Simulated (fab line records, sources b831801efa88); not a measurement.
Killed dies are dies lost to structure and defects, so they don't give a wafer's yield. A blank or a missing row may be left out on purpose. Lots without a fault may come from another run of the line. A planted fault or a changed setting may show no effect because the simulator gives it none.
fab line records | flow gf180mcu | part 2 of 2: steps 26 to 35 of 35
record lots=5 wafers=15 last_day=34
route steps=602 shown NSD@237 PSD@248 SAB@264
lots that met no fault: from a run of the same line without faults
start_h: hours from the record's first day to the start of the lot's first wafer shown | wait_h: hours since the lot's step before | " the same as in the row above | L1.1+2: a row that stands for several wafers | - no value, or no start given | * or withheld: withheld | < > ~ a bound
route shown NAME@n: a module of which the file shows steps, and the number in the route of the first | usual: mean/standard deviation of fault-free wafers | same: alike in all rows | chamber/n: place in a boat | sites: the reading at each site | _std_site: their standard deviation | _edge_site: outer sites' mean less inner sites' | radius_mm: how far each site lies from the wafer's centre | mask NAME#n: copy n | behind: the tool/chamber that last shaped the wafer | hold: why the lot was held/for how many hours/how that ended | device: the transistor (n, p or np) that didn't switch | end of line: the same wafers' tests at the end of the route | a step without rows: its recipe alone | killed: dies lost to structure and defects at the first sort, not the wafer's yield | map: a wafer's dies, x killed, . not, _ none there
set.NAME: the setting as run; set.NAME@STEP: as run at that earlier step | model.NAME: the simulator's own value behind a step, which no gauge read
lots at some steps of the route; a table a step, a row a wafer
services: from which hour (start_h, from the record's first day; less than 0 if before it) a tool's chamber was out of use, for how many hours, and why
## steps
# step GF_PSD_RS_MEAS_14
# recipe thk_meas_gauge=four-point-probe
# usual NSD_RS=46.13/0.089
# columns lot.wafer tool chamber start_h wait_h NSD_RS[ohm/sq]
L077.1 film_metro-03 - 348.12 0.1 46.31
L077.4 " - " " 46.24
L077.6 " - " " 46.14
L079.1 film_metro-03 - 365.01 0.1 46.01
L079.2 " - " " 45.98
L079.4 " - " " 46.08
L080.1 film_metro-04 - 374.92 0.1 46.08
L080.2 " - " " 46.15
L080.6 " - " " 46.12
L090.4 film_metro-04 - 452.73 0.1 46.09
L090.5 " - " " 46.16
L090.6 " - " " 46.01
L096.3 film_metro-03 - 507.02 0.1 46.20
L096.4 " - " " 46.17
L096.5 " - " " 46.11
# step GF_PSD_RS_MEAS_15
# recipe thk_meas_gauge=four-point-probe
# usual PSD_RS=108.51/0.28
# columns lot.wafer tool chamber start_h wait_h PSD_RS[ohm/sq]
L077.1 film_metro-03 - 348.24 0.1 109.04
L077.4 " - " " 108.70
L077.6 " - " " 108.37
L079.1 film_metro-03 - 365.13 0.1 108.07
L079.2 " - " " 108.23
L079.4 " - " " 108.31
L080.1 film_metro-04 - 375.04 0.1 108.11
L080.2 " - " " 108.11
L080.6 " - " " 108.41
L090.4 film_metro-04 - 452.85 0.1 108.24
L090.5 " - " " 108.46
L090.6 " - " " 108.23
L096.3 film_metro-03 - 507.14 0.1 108.80
L096.4 " - " " 108.86
L096.5 " - " " 109.26
# step GF_SAB_CVD_00
# recipe material=SiO2 target_thk_nm=50 precursor=TEOS temp_c=400 time_s=4.9302 rf_w=600
# usual heater_power_w=677/77 rf_fwd_power_W=586.8/2.9
# columns lot.wafer tool chamber start_h wait_h heater_power_w rf_fwd_power_W
L077.1 pecvd-01 2 348.36 0.1 546 585.4
L077.4 " 0 " " 671 586.0
L077.6 " 1 " " 763 590.4
L079.1 pecvd-01 0 365.25 0.1 730 585.8
L079.2 " 1 " " 675 591.7
L079.4 " 1 " " 688 588.8
L080.1 pecvd-04 1 375.16 0.1 691 586.2
L080.2 " 2 " " 672 584.7
L080.6 " 0 " " 649 588.0
L090.4 pecvd-03 1 452.92 0.0 650 593.0
L090.5 " 2 " " 600 584.7
L090.6 " 0 " " 535 591.5
L096.3 pecvd-04 2 507.22 0.1 728 584.3
L096.4 " 1 " " 675 581.8
L096.5 " 0 " " 698 584.4
# step GF_SAB_THK_MEAS_01
# recipe reads=SiO2_of_SAB_CVD_00
# usual SAB_CVD_00_THK=50.0/0.74
# columns lot.wafer tool chamber start_h wait_h SAB_CVD_00_THK[nm]
L077.1 film_metro-01 - 348.38 0.0 50.2
L077.4 " - " " 50.0
L077.6 " - " " 50.6
L079.1 film_metro-02 - 365.27 0.0 50.0
L079.2 " - " " 50.5
L079.4 " - " " 50.7
L080.1 film_metro-02 - 375.18 0.0 48.3
L080.2 " - " " 48.0
L080.6 " - " " 49.8
L090.4 film_metro-02 - 452.96 0.0 50.2
L090.5 " - " " 50.8
L090.6 " - " " 50.8
L096.3 film_metro-02 - 507.25 0.0 50.0
L096.4 " - " " 50.1
L096.5 " - " " 51.2
# step GF_SAB_DEHYDRATE_02
# recipe temp_c=200 time_s=60
# usual exhaust_pa=45.1/0.84 plate_temp_C=200.01/0.15
# columns lot.wafer tool chamber start_h wait_h exhaust_pa plate_temp_C
L077.1 litho_track-03 0 358.47 10.1 45.8 200.04
L077.4 " 0 " " 45.2 200.46
L077.6 " 0 " " 44.9 200.05
L079.1 litho_track-01 0 376.23 10.9 44.7 199.87
L079.2 " 0 " " 43.4 199.95
L079.4 " 0 " " 44.2 199.97
L080.1 litho_track-01 0 386.73 11.5 44.1 200.29
L080.2 " 0 " " 45.2 200.22
L080.6 " 0 " " 44.3 200.22
L090.4 litho_track-01 0 464.50 11.5 46.0 199.80
L090.5 " 0 " " 44.8 200.10
L090.6 " 0 " " 46.1 200.17
L096.3 litho_track-02 0 518.09 10.8 45.1 199.96
L096.4 " 0 " " 45.2 200.15
L096.5 " 0 " " 46.7 199.97
# step GF_SAB_HMDS_03
# recipe prime_time_s=60 prime_temp_c=120
# usual exhaust_pa=44.8/1
# columns lot.wafer tool chamber start_h wait_h exhaust_pa
L077.1 litho_track-03 0 358.62 0.1 43.9
L077.4 " 0 " " 44.2
L077.6 " 0 " " 45.0
L079.1 litho_track-01 0 376.38 0.1 43.8
L079.2 " 0 " " 45.1
L079.4 " 0 " " 44.1
L080.1 litho_track-01 0 386.88 0.1 45.9
L080.2 " 0 " " 45.4
L080.6 " 0 " " 45.9
L090.4 litho_track-01 0 464.65 0.1 45.0
L090.5 " 0 " " 45.3
L090.6 " 0 " " 44.5
L096.3 litho_track-02 0 518.24 0.1 45.6
L096.4 " 0 " " 44.5
L096.5 " 0 " " 46.9
# step GF_SAB_COAT_04
# recipe resist=NOVOLAK spin_rpm=3000 resist_thk_nm=1000
# usual exhaust_pa=45.2/1
# columns lot.wafer tool chamber start_h wait_h exhaust_pa
L077.1 litho_track-03 0 358.77 0.1 46.3
L077.4 " 0 " " 46.3
L077.6 " 0 " " 47.0
L079.1 litho_track-01 0 376.53 0.1 45.5
L079.2 " 0 " " 46.0
L079.4 " 0 " " 44.9
L080.1 litho_track-01 0 387.03 0.1 47.5
L080.2 " 0 " " 46.7
L080.6 " 0 " " 45.3
L090.4 litho_track-01 0 464.80 0.1 45.0
L090.5 " 0 " " 45.3
L090.6 " 0 " " 44.9
L096.3 litho_track-02 0 518.39 0.1 43.2
L096.4 " 0 " " 44.6
L096.5 " 0 " " 42.5
# step GF_SAB_SOFTBAKE_05
# recipe temp_c=90 time_s=60 resist=NOVOLAK
# usual exhaust_pa=45.0/0.93 plate_temp_C=89.99/0.13
# columns lot.wafer tool chamber start_h wait_h exhaust_pa plate_temp_C
L077.1 litho_track-03 0 358.92 0.1 45.4 89.64
L077.4 " 0 " " 44.8 90.21
L077.6 " 0 " " 46.0 90.03
L079.1 litho_track-01 0 376.68 0.1 44.8 90.02
L079.2 " 0 " " 45.1 90.19
L079.4 " 0 " " 45.5 90.04
L080.1 litho_track-01 0 387.18 0.1 46.2 90.11
L080.2 " 0 " " 46.0 90.04
L080.6 " 0 " " 45.4 90.03
L090.4 litho_track-01 0 464.95 0.1 44.6 90.18
L090.5 " 0 " " 44.4 90.23
L090.6 " 0 " " 44.8 90.19
L096.3 litho_track-02 0 518.54 0.1 45.2 90.31
L096.4 " 0 " " 44.0 90.00
L096.5 " 0 " " 45.7 89.98
# step GF_SAB_EXPOSE_06
# recipe mask_id=SAB target_cd_nm=420 na=0.6 source_shape=conventional sigma_outer=0.6 dose_mj=140
# usual reticle_temp_C=23.03/0.093
# columns lot.wafer tool chamber start_h wait_h mask reticle_temp_C
L077.1 iline_stepper-02 0 - - SAB#0 23.15
L077.4 " 0 " " SAB#0 22.89
L077.6 " 0 " " SAB#0 23.01
L079.1 iline_stepper-02 0 - - SAB#0 23.00
L079.2 " 0 " " SAB#0 22.95
L079.4 " 0 " " SAB#0 23.04
L080.1 iline_stepper-01 0 - - SAB#0 23.14
L080.2 " 0 " " SAB#0 23.05
L080.6 " 0 " " SAB#0 23.02
L090.4 iline_stepper-02 0 - - SAB#0 22.88
L090.5 " 0 " " SAB#0 23.03
L090.6 " 0 " " SAB#0 22.98
L096.3 iline_stepper-01 0 - - SAB#0 23.19
L096.4 " 0 " " SAB#0 23.13
L096.5 " 0 " " SAB#0 23.22
# step GF_SAB_PEB_07
# recipe temp_c=withheld time_s=* resist=NOVOLAK
# usual exhaust_pa=45.1/1
# columns lot.wafer tool chamber start_h wait_h exhaust_pa
L077.1 litho_track-01 0 - - 44.4
L077.4 " 0 " " 44.2
L077.6 " 0 " " 43.6
L079.1 litho_track-01 0 - - 45.5
L079.2 " 0 " " 46.8
L079.4 " 0 " " 46.0
L080.1 litho_track-01 0 - - 45.6
L080.2 " 0 " " 45.5
L080.6 " 0 " " 45.9
L090.4 litho_track-02 0 - - 44.7
L090.5 " 0 " " 45.1
L090.6 " 0 " " 45.6
L096.3 litho_track-03 0 - - 45.0
L096.4 " 0 " " 44.3
L096.5 " 0 " " 44.3
## services
# columns tool chamber start_h hours kind
implanter-04 - 294.22 3.1 repair
iline_stepper-01 - 330.94 1.7 pm
iline_stepper-01 - 333.56 4.4 pm
iline_stepper-01 - 339.39 0.7 repair
implanter-01 - 340.44 15.1 repair
plasma_asher-04 - 347.79 2.5 repair
implanter-04 - 363.02 1.8 repair
pecvd-01 - 368.88 14.0 pm
implanter-04 - 387.57 2.4 repair
implanter-01 - 398.52 3.3 repair
wet_bench-01 - 407.18 45.2 repair
pecvd-01 2 412.24 1.8 repair
plasma_asher-04 - 421.25 9.0 pm
iline_stepper-02 - 425.53 1.7 pm
iline_stepper-02 - 427.20 4.4 pm
iline_stepper-02 - 434.49 1.1 repair
implanter-01 - 446.15 26.9 repair
implanter-04 - 449.58 3.3 pm
pecvd-01 0 450.43 4.5 repair
wet_bench-01 - 452.39 1.9 pm
implanter-02 - 452.84 90.7 pm
pecvd-01 - 465.74 0.8 pm
iline_stepper-02 - 520.62 1.2 repair
implanter-04 - 522.23 9.9 pm
